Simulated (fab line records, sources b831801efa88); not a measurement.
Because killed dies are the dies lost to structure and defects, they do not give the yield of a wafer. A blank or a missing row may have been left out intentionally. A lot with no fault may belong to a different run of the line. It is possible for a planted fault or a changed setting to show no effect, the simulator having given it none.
Which tool was responsible?    flow gf180mcu    Sampling: 14 lots, 42 wafers, 5 of 602 route steps

## WHAT THE GAUGES READ, wafer by wafer
GF_DUAL_GATE_OVL_MEAS_11. Usual: for DUAL_GATE_OVL the level is -1.4 nm and the standard deviation is 1.3.
lot   measured      on          DUAL_GATE_OVL (nm)  flag
L182  day 8 11:40   overlay-01  0.6 -1.7 -0.2       
L183  day 8 19:53   overlay-02  -0.2 -1.1 -2.4      
L184  day 9 08:43   overlay-02  -2.5 -2.3 -1.7      
L185  day 9 14:41   overlay-01  1.8 0.8 -0.7        
L187  day 10 00:12  overlay-01  -1.6 -1.0 -1.4      
L188  day 10 07:40  overlay-01  -0.1 -1.6 -0.9      
L195  day 12 11:53  overlay-02  -2.2 -2.6 -1.1      
L196  day 12 15:13  overlay-01  -1.0 -1.1 0.3       
L197  day 12 23:20  overlay-02  -1.5 -1.6 -3.0      
L198  day 13 02:39  overlay-01  -2.1 -3.6 -5.0      
L201  day 14 01:50  overlay-01  -0.9 -1.7 -0.4      
L202  day 14 10:13  overlay-01  0.0 -0.4 -0.7       
L203  day 14 14:20  overlay-02  -3.5 -2.1 -2.9      
L204  day 14 23:04  overlay-02  -1.3 -2.3 -2.9      

GF_HV_LDD_CD_MEAS_07: target cd 400 nm. Usual: 400.3 nm for cdNm, sd 1.7.
lot   measured      on        cdNm (nm)          flag
L182  day 10 05:24  cdSem-01  403.0 401.8 398.9  
L183  day 10 13:28  cdSem-02  398.9 398.2 400.1  
L184  day 11 00:58  cdSem-02  402.0 398.6 399.3  
L185  day 11 06:52  cdSem-02  400.5 401.3 401.2  
L187  day 11 17:34  cdSem-02  400.3 398.9 398.5  
L188  day 12 02:11  cdSem-01  398.5 398.2 396.7  
L195  day 14 09:29  cdSem-01  400.5 405.5 400.1  
L196  day 14 13:22  cdSem-02  399.5 399.7 401.5  
L197  day 14 20:56  cdSem-01  404.5 401.8 401.1  
L198  day 15 00:14  cdSem-02  401.9 401.9 400.1  
L201  day 16 01:16  cdSem-01  399.1 399.8 402.0  
L202  day 16 10:37  cdSem-01  400.3 399.6 400.3  
L203  day 16 16:23  cdSem-02  397.3 398.9 397.2  
L204  day 17 02:11  cdSem-02  403.6 399.9 401.2  

GF_HV_LDD_OVL_MEAS_08. Usual: for HV_LDD_OVL the level is 0.5 nm and the standard deviation is 1.5.
lot   measured      on          HV_LDD_OVL (nm)  flag
L182  day 10 05:29  overlay-02  -0.2 1.1 0.7     
L183  day 10 13:35  overlay-01  2.8 2.1 1.6      
L184  day 11 01:05  overlay-01  -0.7 -0.1 -0.6   
L185  day 11 06:59  overlay-02  -0.3 0.5 -0.1    
L187  day 11 17:40  overlay-01  3.3 2.9 3.2      
L188  day 12 02:19  overlay-01  1.0 -0.1 1.4     
L195  day 14 09:35  overlay-02  -1.4 -2.8 -1.8   
L196  day 14 13:29  overlay-02  1.5 1.7 2.2      
L197  day 14 21:03  overlay-02  -1.3 -1.7 -0.9   
L198  day 15 00:21  overlay-01  0.6 1.1 1.7      
L201  day 16 01:22  overlay-01  0.2 0.7 0.8      
L202  day 16 10:44  overlay-01  1.9 1.8 1.2      
L203  day 16 16:28  overlay-01  -1.4 -2.4 -2.3   
L204  day 17 02:16  overlay-01  2.0 1.9 2.1      

GF_HV_LDD_RS_MEAS_53: the measuring method here is four-point-probe. Usual: for HV_LDD_RS the level is 419.2 ohm/sq and the standard deviation is 0.92.
lot   measured      on            HV_LDD_RS (ohm/sq)  flag
L182  day 12 15:16  filmMetro-01  418.4 418.0 418.5   
L183  day 13 00:16  filmMetro-02  417.7 418.0 418.1   
L184  day 13 12:35  filmMetro-04  418.8 418.4 419.3   
L185  day 13 19:35  filmMetro-01  376.1 377.2 377.2   OFF
L187  day 14 06:52  filmMetro-01  375.6 375.5 375.8   OFF
L188  day 14 16:40  filmMetro-04  375.7 375.3 376.0   OFF
L195  day 17 04:53  filmMetro-04  418.3 418.8 419.6   
L196  day 17 09:11  filmMetro-01  418.5 419.3 417.8   
L197  day 17 17:51  filmMetro-04  419.6 418.5 419.4   
L198  day 17 20:49  filmMetro-01  421.0 420.9 420.7   
L201  day 19 00:29  filmMetro-02  419.6 420.2 419.2   
L202  day 19 11:59  filmMetro-02  418.9 418.8 417.8   
L203  day 19 18:14  filmMetro-01  419.5 420.0 421.1   
L204  day 20 03:03  filmMetro-04  418.3 418.8 419.6   

## WHICH TOOL RAN EACH LOT (tool, then ch and the chambers of the sampled wafers, then the start)
lot   GF_HV_LDD_IMPLANT_36
L182  implanter-02 ch 0, day 11 19:38
L183  implanter-02 ch 0, day 12 04:00
L184  implanter-02 ch 0, day 12 16:08
L185  implanter-02 ch 0, day 12 22:18
L187  implanter-02 ch 0, day 13 09:52
L188  implanter-02 ch 0, day 13 18:40
L195  implanter-02 ch 0, day 16 05:30
L196  implanter-02 ch 0, day 16 09:22
L197  implanter-03 ch 0, day 16 17:51
L198  implanter-02 ch 0, day 16 21:04
L201  implanter-03 ch 0, day 17 23:31
L202  implanter-02 ch 0, day 18 10:45
L203  implanter-02 ch 0, day 18 17:02
L204  implanter-02 ch 0, day 19 02:44
- GF_HV_LDD_IMPLANT_36

## AS READ BY THE TOOLS THEMSELVES (means over the sampled wafers that have a number; for cases with no such wafer, the mark the record gives instead)
GF_HV_LDD_IMPLANT_36. Usual: beamEnergyKeV 60.001, standard deviation 0.018; rotationDeg 270.01 degrees, standard deviation 0.066; tiltDeg 30.000 degrees, standard deviation 0.017.
lot   tool          beamEnergyKeV  rotationDeg (degrees)  tiltDeg (degrees)  flag
L182  implanter-02  59.990         270.02                 30.003             
L183  implanter-02  60.009         270.03                 30.004             
L184  implanter-02  60.010         270.00                 30.010             
L185  implanter-02  59.975         270.04                 0.002              OFF
L187  implanter-02  60.029         269.98                 -0.005             OFF
L188  implanter-02  59.996         269.99                 -0.011             OFF
L195  implanter-02  60.038         269.96                 29.993             
L196  implanter-02  60.002         269.92                 30.006             
L197  implanter-03  59.977         269.93                 30.020             
L198  implanter-02  60.008         269.95                 29.974             
L201  implanter-03  59.967         269.96                 29.998             
L202  implanter-02  60.007         269.99                 30.011             
L203  implanter-02  60.000         270.08                 29.997             
L204  implanter-02  59.987         270.04                 30.002             

## THE ANSWER, worked out from the rows above alone
Rule: take the mean of a lot's wafers that have a number; if it is more than 3 standard deviations from the usual mean, the lot is off. A lot without any number at a reading at which 4 lots or more have one is off too. Where the step has rows for the other lots, those lots are counted as sound. The gauges are gone through in route order, then the tools' own readings, and for those a lot's mean is taken as printed above. At the first step where some lot is off, the reading lying furthest off is the one used; lots without a number count as furthest.
Off: at GF_HV_LDD_RS_MEAS_53 (HV_LDD_RS), L185, L187, L188.
If a tool, at a process step before that reading, ran all the lots that are off and no sound lot after the first of them, it fits. Not tried: the gauges at GF_HV_LDD_RS_MEAS_53; whatever is off there is also off at GF_HV_LDD_IMPLANT_36, on other tools, and gauge error can't account for it. Of those tried, none fits.

## WHAT HAD BEEN PUT IN BY THE SIMULATOR
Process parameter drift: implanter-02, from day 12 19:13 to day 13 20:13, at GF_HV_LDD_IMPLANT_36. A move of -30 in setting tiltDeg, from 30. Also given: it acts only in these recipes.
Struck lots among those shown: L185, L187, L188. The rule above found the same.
